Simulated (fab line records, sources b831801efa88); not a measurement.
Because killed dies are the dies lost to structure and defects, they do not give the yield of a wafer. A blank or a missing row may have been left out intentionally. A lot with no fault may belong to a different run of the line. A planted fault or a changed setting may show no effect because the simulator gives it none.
2 desks looking at one fault    flow gf180mcu    each desk has only its own numbers; what lay behind them comes last

== THE METROLOGY DESK ==
Lot by lot, what the gauges showed, no matter which tool ran the lot: averages of those sampled wafers that carry a number. A lot is out of limits, marked OUT, if its mean lies more than 4 standard deviations from the usual mean; the brackets give that distance.
Columns: A = cd nm at GF_TOP_METAL_CD_MEAS_14, usual 439.5 nm; B = TOP_METAL_OVL at GF_TOP_METAL_OVL_MEAS_15, usual 0.0 nm; C = PASSIVATION_CVD_00_THK at GF_PASSIVATION_THK_MEAS_01, usual 1000 nm
lot   first seen here  A      B     C
L579  day 29 12:06     441.0  -0.9  1017
L581  day 29 23:24     440.6  0.1   1000
L582  day 30 05:51     439.0  0.4   1031
L583  day 30 20:38     439.2  0.8   1031
L591  day 33 01:58     440.1  -0.0  1015
L594  day 33 22:29     438.1  -1.7  1007
This desk found nothing out of limits on any of the 6 lots.

== DESK OF THE TOOL OWNER: pecvd-01 ==
The tool's own readings at GF_PASSIVATION_CVD_00 (deposits SiO2 from TEOS, target thk 1000 nm, time 111.95 s): means of the sampled wafers that have a number, for each lot that ran on this tool. A lot is out of limits, marked OUT, if its mean lies more than 4 standard deviations from the usual mean; the brackets give that distance.
Columns: A = heater power w at GF_PASSIVATION_CVD_00, usual 617 W; B = rf fwd power W at GF_PASSIVATION_CVD_00, usual 597.1 W
lot   first seen here  A    B
L581  day 30 00:17     547  598.2
L582  day 30 06:44     514  693.1 (+51) OUT
L583  day 30 21:30     484  692.1 (+50) OUT
This desk's verdict: out of limits on L582, L583, starting with L582 at day 30 06:44 (rf fwd power W at GF_PASSIVATION_CVD_00). In limits: L581.

== TAKEN TOGETHER ==
The tool owner's desk had the chance to raise an alarm at day 30 06:44 on L582, L583.
Nothing out of limits was seen by the metrology desk.
The metrology desk holds a record of L582, L583, inside its limits.
On pecvd-01, each named lot ran GF_PASSIVATION_CVD_00.

== WHAT HAD BEEN PUT IN BY THE SIMULATOR ==
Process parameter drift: pecvd-01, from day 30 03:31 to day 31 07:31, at GF_PASSIVATION_CVD_00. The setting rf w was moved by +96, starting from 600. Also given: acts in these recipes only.
Struck lots among those shown: L582, L583.
Hours from the fault's start to each desk's first reading out of limits: the tool owner's desk, 3.
